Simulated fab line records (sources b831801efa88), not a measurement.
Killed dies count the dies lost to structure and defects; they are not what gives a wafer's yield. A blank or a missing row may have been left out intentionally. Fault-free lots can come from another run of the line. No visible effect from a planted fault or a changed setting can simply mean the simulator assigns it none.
The tool behind it: which one? -- flow sky130 -- 6 lots with 17 wafers sampled at 5 steps, on a route of 708 steps

## WHAT EACH GAUGE READ, for each wafer
SKY_VIA4_THK_MEAS_01.
lot,measured,on,VIA4_HDPCVD_THK (nm)
L793,day 43 23:47,filmMetro-01,1791 1757 1797
L795,day 44 09:19,filmMetro-01,1740 1771 1752
L797,day 44 12:01,filmMetro-01,1721 1746 1739
L806,day 49 10:49,filmMetro-01,1734 1760 1720
L808,day 49 13:20,filmMetro-04,1750 3101
L812,day 49 15:15,filmMetro-02,1749 1716 1747

## TOOL THAT RAN EACH LOT (tool first, then ch and the chambers of the sampled wafers, then the start)
lot,SKY_METAL2_SPUTTER_01,SKY_VIA3_CMP_02,SKY_VIA3_ETCH_15,SKY_VIA4_HDPCVD_00
L793,"pvdSputter-02, day 36 00:32","cmp-02 ch 0,1,3, day 40 14:58","rieDiel-03 ch 1,2,3, day 41 16:55","hdpcvd-02 ch 0,2, day 43 23:35"
L795,"pvdSputter-02, day 36 12:10","cmp-02 ch 0,2,3, day 41 01:39","rieDiel-03 ch 0,3, day 42 04:13","hdpcvd-01 ch 0,2, day 44 09:07"
L797,"pvdSputter-02, day 36 16:17","cmp-01 ch 0,1,3, day 41 05:30","rieDiel-03 ch 0,1,2, day 42 06:58","hdpcvd-01 ch 0,1, day 44 11:50"
L806,"pvdSputter-02, day 42 13:52","cmp-02 ch 0,2, day 46 17:26","rieDiel-04 ch 0,2,3, day 47 15:36","hdpcvd-01 ch 0,1, day 49 10:37"
L808,"pvdSputter-01, day 42 17:39","cmp-01 ch 1,2, day 46 20:22","rieDiel-03 ch 0,2, day 47 19:03","hdpcvd-02 ch 0,2, day 49 13:08"
L812,"pvdSputter-01, day 42 21:51","cmp-02 ch 2,3, day 46 22:58","rieDiel-01 ch 0,2,3, day 47 21:58","hdpcvd-01 ch 0,1,2, day 49 15:08"
- SKY_METAL2_SPUTTER_01: material TiN, target thk 20 nm, time 16.7 s.
- SKY_VIA3_CMP_02: polishes SiO2.
- SKY_VIA3_ETCH_15: etches SiO2 in C4F8/O2/Ar, stops on TiN, target depth 507 nm, time 78 s.
- SKY_VIA4_HDPCVD_00: deposits SiO2, target thk 1750 nm, time 291.7 s.

## THE ANSWER, worked out from the rows above alone
Rule: what is usual is taken from the lots themselves. Put in order of their means at a reading, lots are off if they are a third of the lots or fewer, leave a main group of 4 or more, and stand apart from it by a gap of 3 or more times the standard deviation of the main group's means; of several such gaps the widest counts. A main group whose means are all the same, to the digits that the tables above print for the reading, isn't used. A lot without any number at a reading at which 4 lots or more have one is off too. Any other lot the step has rows for is counted as sound.
Off: L808, at SKY_VIA4_THK_MEAS_01 (VIA4_HDPCVD_THK). Mean 1749 nm and standard deviation 18 in the main group.
If a tool, at a process step before that reading, ran all the lots that are off and no sound lot after the first of them, it fits. Those tools and the gauges at SKY_VIA4_THK_MEAS_01 are tried in the same way. Can't be told from this: 4 tools fit, cmp-01 at SKY_VIA3_CMP_02, rieDiel-03 at SKY_VIA3_ETCH_15, hdpcvd-02 at SKY_VIA4_HDPCVD_00, filmMetro-04 at SKY_VIA4_THK_MEAS_01.

## WHAT THE SIMULATOR HAD PUT IN
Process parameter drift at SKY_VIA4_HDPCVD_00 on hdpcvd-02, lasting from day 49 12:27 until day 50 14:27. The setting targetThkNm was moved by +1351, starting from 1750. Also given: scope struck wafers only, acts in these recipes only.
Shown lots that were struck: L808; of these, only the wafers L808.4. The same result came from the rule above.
